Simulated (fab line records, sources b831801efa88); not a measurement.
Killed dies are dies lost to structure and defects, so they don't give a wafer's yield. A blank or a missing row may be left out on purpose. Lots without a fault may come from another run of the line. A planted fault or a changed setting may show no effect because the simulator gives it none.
One fault seen from 2 desks | flow gf180mcu | each desk has only its own numbers; what lay behind them comes last

THE TOOL OWNER'S DESK: litho_track-03
The tool's own readings at GF_NWELL_SOFTBAKE_03: means of the sampled wafers that have a number, for each lot that ran on this tool. A lot is out of limits, marked OUT, if its mean lies more than 4 standard deviations from the usual mean; the brackets give that distance.
Columns: A = heater_power_total_W at GF_NWELL_SOFTBAKE_03, usual 65.32 W; B = plate_temp_C at GF_NWELL_SOFTBAKE_03, usual 110.00 C
lot  | first seen here | A               | B
L680 | day 3 06:41     | 65.23           | 109.85
L684 | day 4 04:47     | 65.33           | 110.07
L692 | day 5 22:04     | 62.20 (-22) OUT | 106.28 (-25) OUT
L694 | day 6 12:34     | 62.32 (-21) OUT | 106.15 (-26) OUT
This desk's finding: out of limits on L692, L694; first on L692, day 5 22:04 (heater_power_total_W at GF_NWELL_SOFTBAKE_03). In limits: L680, L684.

THE METROLOGY DESK
What the gauges read, lot by lot, whatever tool the lot ran on: means of the sampled wafers that have a number. A lot is out of limits, marked OUT, if its mean lies more than 4 standard deviations from the usual mean; the brackets give that distance.
Columns: A = NSD_OVL at GF_NSD_OVL_MEAS_08, usual 0.0 nm
lot  | first seen here | A
L680 | day 13 16:58    | -1.1
L683 | day 14 19:36    | 1.8
L684 | day 15 03:49    | 1.0
L685 | day 15 09:07    | -1.2
L692 | day 18 01:16    | -0.1
L694 | day 18 19:15    | -0.3
L695 | day 19 05:25    | -1.2
L697 | day 19 17:17    | 0.0
L698 | day 20 05:01    | 0.1
L699 | day 20 09:58    | -0.4
L701 | day 21 02:19    | -0.7
L702 | day 21 11:21    | 0.8
This desk's finding: nothing out of limits on any of the 12 lots.

PUT TOGETHER
The tool owner's desk could have raised an alarm at day 5 22:04, on L692, L694.
The metrology desk saw nothing out of limits.
The metrology desk has L692, L694 on record, within its limits.
Of the lots named, all ran GF_NWELL_SOFTBAKE_03 on litho_track-03.

WHAT THE SIMULATOR HAD PUT IN
Process parameter drift: litho_track-03, from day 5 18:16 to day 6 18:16, at GF_NWELL_SOFTBAKE_03. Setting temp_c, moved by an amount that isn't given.
Lots struck among those shown: L692, L694.
Hours from the fault's start to each desk's first reading out of limits: the tool owner's desk, 4.
